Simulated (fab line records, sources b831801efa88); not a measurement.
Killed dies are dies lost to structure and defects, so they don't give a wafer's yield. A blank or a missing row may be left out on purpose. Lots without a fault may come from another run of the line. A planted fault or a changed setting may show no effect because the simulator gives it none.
Which tool did it? | flow sky130 | 13 lots, 39 wafers sampled, at 4 steps of a route of 708

WHAT THE GAUGES READ, wafer by wafer
SKY_SD_P_TW_MEAS_11. Usual: SD_P_TW 2799, standard deviation 19.
lot  | measured     | on            | SD_P_TW        | flag
L285 | day 24 20:28 | film_metro-01 | 2816 2786 2792 |
L287 | day 25 20:36 | film_metro-01 | 2809 2819 2801 |
L288 | day 26 04:11 | film_metro-03 | 2818 2816 2817 |
L290 | day 26 19:29 | film_metro-02 | 2767 2796 2770 |
L291 | day 27 11:17 | film_metro-03 | 2796 2806 2791 |
L292 | day 27 15:34 | film_metro-02 | 2768 2782 2780 |
L293 | day 28 05:05 | film_metro-01 | 2786 2807 2810 |
L296 | day 29 22:14 | film_metro-03 | 2818 2815 2813 |
L297 | day 29 23:46 | film_metro-01 | 2833 2814 2811 |
L298 | day 30 03:23 | film_metro-01 | 2799 2797 2791 |
L300 | day 30 18:17 | film_metro-02 | 2394 2399 2390 | OFF
L301 | day 31 05:40 | film_metro-03 | 2811 2826 2826 |
L302 | day 31 11:04 | film_metro-01 | 2407 2424 2391 | OFF

SKY_SD_N_RS_MEAS_17: measures by four-point-probe. Usual: SD_P_RS 147.1 ohm/sq, standard deviation 0.4.
lot  | measured     | on            | SD_P_RS (ohm/sq)  | flag
L285 | day 27 07:35 | film_metro-02 | 147.1 147.4 147.2 |
L287 | day 28 06:49 | film_metro-02 | 146.4 147.0 147.0 |
L288 | day 28 13:43 | film_metro-02 | 147.5 147.7 147.3 |
L290 | day 29 05:28 | film_metro-02 | 147.8 147.5 147.6 |
L291 | day 29 20:41 | film_metro-01 | 147.6 147.0 147.2 |
L292 | day 30 01:09 | film_metro-01 | 146.2 146.2 146.5 |
L293 | day 30 14:16 | film_metro-03 | 147.0 147.2 146.7 |
L296 | day 32 04:22 | film_metro-03 | 147.0 146.9 146.9 |
L297 | day 32 06:10 | film_metro-03 | 146.9 147.5 147.3 |
L298 | day 32 10:10 | film_metro-02 | 147.5 147.4 147.1 |
L300 | day 33 01:37 | film_metro-02 | 159.6 159.7 159.9 | OFF
L301 | day 33 11:43 | film_metro-03 | 147.4 147.0 147.0 |
L302 | day 33 19:10 | film_metro-02 | 160.4 160.0 160.5 | OFF

WHICH TOOL RAN EACH LOT (tool, then ch and the chambers of the sampled wafers, then the start)
lot  | SKY_SD_P_IMPLANT_09             | SKY_SD_P_STRIP_10
L285 | implanter-04 ch 0, day 24 20:16 | plasma_asher-02 ch 0,1, day 24 20:22
L287 | implanter-02 ch 0, day 25 20:23 | plasma_asher-02 ch 0,1, day 25 20:31
L288 | implanter-02 ch 0, day 26 03:58 | plasma_asher-04 ch 0,1, day 26 04:06
L290 | implanter-02 ch 0, day 26 19:14 | plasma_asher-03 ch 0,1, day 26 19:23
L291 | implanter-04 ch 0, day 27 11:02 | plasma_asher-02 ch 1, day 27 11:11
L292 | implanter-02 ch 0, day 27 15:21 | plasma_asher-03 ch 0,1, day 27 15:28
L293 | implanter-03 ch 0, day 28 04:52 | plasma_asher-04 ch 0,1, day 28 05:00
L296 | implanter-03 ch 0, day 29 21:59 | plasma_asher-04 ch 0,1, day 29 22:08
L297 | implanter-02 ch 0, day 29 23:31 | plasma_asher-03 ch 0,1, day 29 23:40
L298 | implanter-04 ch 0, day 30 03:11 | plasma_asher-04 ch 0,1, day 30 03:18
L300 | implanter-02 ch 0, day 30 18:02 | plasma_asher-04 ch 0,1, day 30 18:11
L301 | implanter-03 ch 0, day 31 05:25 | plasma_asher-04 ch 0,1, day 31 05:34
L302 | implanter-02 ch 0, day 31 10:49 | plasma_asher-02 ch 0, day 31 10:58
- SKY_SD_P_IMPLANT_09
- SKY_SD_P_STRIP_10: strips in O2/N2.

WHAT THE TOOLS THEMSELVES READ (means of the sampled wafers that have a number; where no wafer has one, the mark that the record gives instead)
SKY_SD_P_IMPLANT_09. Usual: beam_on_s 13.8 s, standard deviation 0.72; dose_ions_cm2 3.001e+15, standard deviation 3.4e+12; faraday_current_uA 11909, standard deviation 580.
lot  | tool         | beam_on_s (s) | dose_ions_cm2 | faraday_current_uA | flag
L285 | implanter-04 | 13.7          | 3.007e+15     | 11964              |
L287 | implanter-02 | 13.2          | 2.998e+15     | 12355              |
L288 | implanter-02 | 13.0          | 3.002e+15     | 12555              |
L290 | implanter-02 | 13.4          | 3.000e+15     | 12220              |
L291 | implanter-04 | 13.9          | 2.999e+15     | 11799              |
L292 | implanter-02 | 13.3          | 3.000e+15     | 12297              |
L293 | implanter-03 | 14.7          | 3.003e+15     | 11157              |
L296 | implanter-03 | 14.7          | 3.001e+15     | 11161              |
L297 | implanter-02 | 13.2          | 3.001e+15     | 12349              |
L298 | implanter-04 | 13.7          | 3.000e+15     | 11941              |
L300 | implanter-02 | 9.8           | 1.500e+15     | 8359               | OFF
L301 | implanter-03 | 14.7          | 3.005e+15     | 11226              |
L302 | implanter-02 | 10.1          | 1.501e+15     | 8134               | OFF

SKY_SD_P_STRIP_10. Usual: drypump_motor_current_A 6.1 A, standard deviation 0.61; oes_product_au 0.618 a.u., standard deviation 0.0042; strip_time_to_endpoint_s 17.48 s, standard deviation 0.038.
lot  | tool            | drypump_motor_current_A (A) | oes_product_au (a.u.) | strip_time_to_endpoint_s (s) | flag
L285 | plasma_asher-02 | 5.7                         | 0.617                 | 17.48                        |
L287 | plasma_asher-02 | 5.7                         | 0.618                 | 17.52                        |
L288 | plasma_asher-04 | 5.6                         | 0.620                 | 17.44                        |
L290 | plasma_asher-03 | 6.7                         | 0.618                 | 17.49                        |
L291 | plasma_asher-02 | 6.0                         | 0.617                 | 17.45                        |
L292 | plasma_asher-03 | 6.7                         | 0.618                 | 17.49                        |
L293 | plasma_asher-04 | 5.9                         | 0.616                 | 17.44                        |
L296 | plasma_asher-04 | 5.7                         | 0.619                 | 17.48                        |
L297 | plasma_asher-03 | 6.7                         | 0.620                 | 17.42                        |
L298 | plasma_asher-04 | 5.9                         | 0.618                 | 17.46                        |
L300 | plasma_asher-04 | 5.6                         | 0.647                 | 16.17                        | OFF
L301 | plasma_asher-04 | 5.9                         | 0.621                 | 17.47                        |
L302 | plasma_asher-02 | 5.2                         | 0.649                 | 16.23                        | OFF

THE ANSWER, worked out from the rows above alone
Rule: a lot is off if the mean of its wafers that have a number lies more than 3 standard deviations from the usual mean. A lot without any number at a reading at which 4 lots or more have one is off too. The other lots that the step has rows for count as sound. The gauges are gone through in route order, then the tools' own readings, and for those a lot's mean is taken as printed above. The first step at which some lot is off is used, and at that step the reading that is off furthest; a lot without a number counts as furthest.
Off: L300, L302, at SKY_SD_P_TW_MEAS_11 (SD_P_TW).
A tool fits if, at a process step before that reading, it ran every lot that is off, and no sound lot after the first of them. The gauges at SKY_SD_P_TW_MEAS_11 aren't tried: what is off there is off at SKY_SD_P_IMPLANT_09 too, on other tools, and a gauge's error can't cause that. One fits: implanter-02 at SKY_SD_P_IMPLANT_09. Its last sound lot is L297 (day 29 23:31), its first lot that is off L300 (day 30 18:02): a fault that began between those two fits.
The tool's own readings at SKY_SD_P_IMPLANT_09 bear it out: on the lots that are off they differ by more than 5 times the standard deviation of the sound lots' means. beam_on_s reads 9.9 s there against 13.8 s on the sound lots; dose_ions_cm2 reads 1.500e+15 there against 3.001e+15 on the sound lots; faraday_current_uA reads 8246 there against 11911 on the sound lots.

WHAT THE SIMULATOR HAD PUT IN
Process parameter drift: implanter-02, from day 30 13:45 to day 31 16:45, at SKY_SD_P_IMPLANT_09. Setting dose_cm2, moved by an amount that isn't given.
Lots struck among those shown: L300, L302. The rule above found the same.
